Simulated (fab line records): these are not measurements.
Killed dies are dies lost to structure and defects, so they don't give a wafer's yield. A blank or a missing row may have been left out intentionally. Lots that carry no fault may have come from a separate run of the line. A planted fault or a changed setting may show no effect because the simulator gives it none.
Matching of chambers || flow sky130 || SKY_METAL3_ETCH_17 on rie diel-04 has 4 sister chambers
The step etches SiO2 in C4F8/O2/Ar, stops on TiN, time 3.9 s, target depth 15 nm. 22 wafers are shown with their chamber, then 11 later ones without.

EACH WAFER AND ITS CHAMBER
{"wafer": "L074.2", "chamber": 1, "oes product au (a.u.)": 0.754}
{"wafer": "L074.3", "chamber": 0, "oes product au (a.u.)": 0.753}
{"wafer": "L074.4", "chamber": 2, "oes product au (a.u.)": 0.773}
{"wafer": "L075.1", "chamber": 0, "oes product au (a.u.)": 0.752}
{"wafer": "L075.5", "chamber": 2, "oes product au (a.u.)": 0.765}
{"wafer": "L075.6", "chamber": 3, "oes product au (a.u.)": 0.762}
{"wafer": "L078.2", "chamber": 2, "oes product au (a.u.)": 0.758}
{"wafer": "L078.3", "chamber": 3, "oes product au (a.u.)": 0.755}
{"wafer": "L078.6", "chamber": 3, "oes product au (a.u.)": 0.767}
{"wafer": "L081.2", "chamber": 2, "oes product au (a.u.)": 0.740}
{"wafer": "L081.3", "chamber": 3, "oes product au (a.u.)": 0.745}
{"wafer": "L081.4", "chamber": 1, "oes product au (a.u.)": 0.743}
{"wafer": "L087.1", "chamber": 0, "oes product au (a.u.)": 0.760}
{"wafer": "L087.3", "chamber": 1, "oes product au (a.u.)": 0.757}
{"wafer": "L087.4", "chamber": 2, "oes product au (a.u.)": 0.763}
{"wafer": "L088.1", "chamber": 2, "oes product au (a.u.)": 0.746}
{"wafer": "L088.3", "chamber": 0, "oes product au (a.u.)": 0.751}
{"wafer": "L088.5", "chamber": 3, "oes product au (a.u.)": 0.758}
{"wafer": "L089.2", "chamber": 1, "oes product au (a.u.)": 0.744}
{"wafer": "L089.4", "chamber": 2, "oes product au (a.u.)": 0.759}
{"wafer": "L089.5", "chamber": 2, "oes product au (a.u.)": 0.760}
{"wafer": "L091.2", "chamber": 3, "oes product au (a.u.)": 0.754}

SIGNATURES (averages over the wafers above)
{"reading": "oes product au", "chamber 0": 0.75400, "chamber 1": 0.74950, "chamber 2": 0.75800, "chamber 3": 0.75683, "scatter within a chamber": 0.00835}
Rule: distance of a wafer from a chamber = root of the sum over the readings of ((wafer's reading minus chamber's mean) / reading's scatter) squared. If the next closest chamber is less than 2 further off than the closest, the wafer can't be placed; otherwise it belongs to the closest. The scatter: the root of (the sum of the squares of (reading less its chamber's mean) over the shown wafers, divided by (wafers less chambers)).

WAFERS WITH NO CHAMBER GIVEN
{"wafer": "L091.3", "oes product au (a.u.)": 0.759}
{"wafer": "L091.6", "oes product au (a.u.)": 0.762}
{"wafer": "L094.1", "oes product au (a.u.)": 0.766}
{"wafer": "L094.5", "oes product au (a.u.)": 0.759}
{"wafer": "L094.6", "oes product au (a.u.)": 0.767}
{"wafer": "L096.3", "oes product au (a.u.)": 0.745}
{"wafer": "L096.4", "oes product au (a.u.)": 0.745}
{"wafer": "L096.6", "oes product au (a.u.)": 0.762}
{"wafer": "L097.2", "oes product au (a.u.)": 0.759}
{"wafer": "L097.3", "oes product au (a.u.)": 0.770}
{"wafer": "L097.5", "oes product au (a.u.)": 0.755}

WHICH CHAMBER EACH WENT THROUGH
{"wafer": "L091.3", "from the rows above": "can't be placed: 2 or 3 or 0 or 1", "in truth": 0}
{"wafer": "L091.6", "from the rows above": "can't be placed: 2 or 3 or 0 or 1", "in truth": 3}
{"wafer": "L094.1", "from the rows above": "can't be placed: 2 or 3 or 0 or 1", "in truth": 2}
{"wafer": "L094.5", "from the rows above": "can't be placed: 2 or 3 or 0 or 1", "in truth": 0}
{"wafer": "L094.6", "from the rows above": "can't be placed: 2 or 3 or 0 or 1", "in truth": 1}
{"wafer": "L096.3", "from the rows above": "can't be placed: 1 or 0 or 3 or 2", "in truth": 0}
{"wafer": "L096.4", "from the rows above": "can't be placed: 1 or 0 or 3 or 2", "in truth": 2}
{"wafer": "L096.6", "from the rows above": "can't be placed: 2 or 3 or 0 or 1", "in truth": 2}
{"wafer": "L097.2", "from the rows above": "can't be placed: 2 or 3 or 0 or 1", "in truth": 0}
{"wafer": "L097.3", "from the rows above": "can't be placed: 2 or 3 or 0 or 1", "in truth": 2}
{"wafer": "L097.5", "from the rows above": "can't be placed: 0 or 3 or 2 or 1", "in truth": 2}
0 of 11 placed correctly. Unplaceable from these rows: 11, with the true chamber sitting among the candidates in 11. Wrongly placed: 0.
